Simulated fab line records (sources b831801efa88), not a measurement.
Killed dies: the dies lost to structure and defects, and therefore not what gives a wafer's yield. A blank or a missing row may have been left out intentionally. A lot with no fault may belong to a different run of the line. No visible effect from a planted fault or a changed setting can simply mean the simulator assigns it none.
Matching of chambers	flow gf180mcu	GF_V3_CVD_02 on pecvd-03 has 3 sister chambers
The step deposits SiO2 from TEOS, target thk 850 nm, time 94.851 s. 14 wafers are shown with their chamber, then 7 later ones without.

## EACH WAFER AND ITS CHAMBER
wafer	chamber	heater_power_w (W)
L551.1	1	804
L551.4	0	784
L551.5	1	806
L553.1	2	518
L553.4	2	537
L553.5	0	652
L564.4	1	824
L564.5	2	536
L564.6	0	643
L565.4	0	831
L565.5	1	779
L565.6	2	429
L567.1	0	699
L567.5	0	758

SIGNATURES, as means of the wafers listed above
reading	chamber 0	chamber 1	chamber 2	scatter within a chamber
heater_power_w	727.83	803.25	505.00	58.3
Rule: for a wafer and a chamber, the distance is found by dividing, reading by reading, the gap between the wafer's reading and the chamber's mean by the reading's scatter, squaring, summing and taking the root. If the next closest chamber is less than 2 further off than the closest, the wafer can't be placed; otherwise it belongs to the closest. The scatter is the square root of a quotient: the sum, over the shown wafers, of each reading's squared deviation from its chamber's mean, divided by wafers minus chambers.

## WAFERS WHOSE CHAMBER IS MISSING
wafer	heater_power_w (W)
L567.6	743
L568.4	485
L568.5	658
L568.6	646
L570.2	424
L570.3	791
L570.5	811

## EACH ONE'S CHAMBER
wafer	from the rows above	in truth
L567.6	can't be placed: 0 or 1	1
L568.4	2	2
L568.5	can't be placed: 0 or 1 or 2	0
L568.6	can't be placed: 0 or 2 or 1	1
L570.2	2	2
L570.3	can't be placed: 1 or 0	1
L570.5	can't be placed: 1 or 0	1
Correctly placed: 2 of 7. Cannot be placed on the basis of these rows: 5; the candidates contain the true chamber in 5. Placed wrongly: 0.
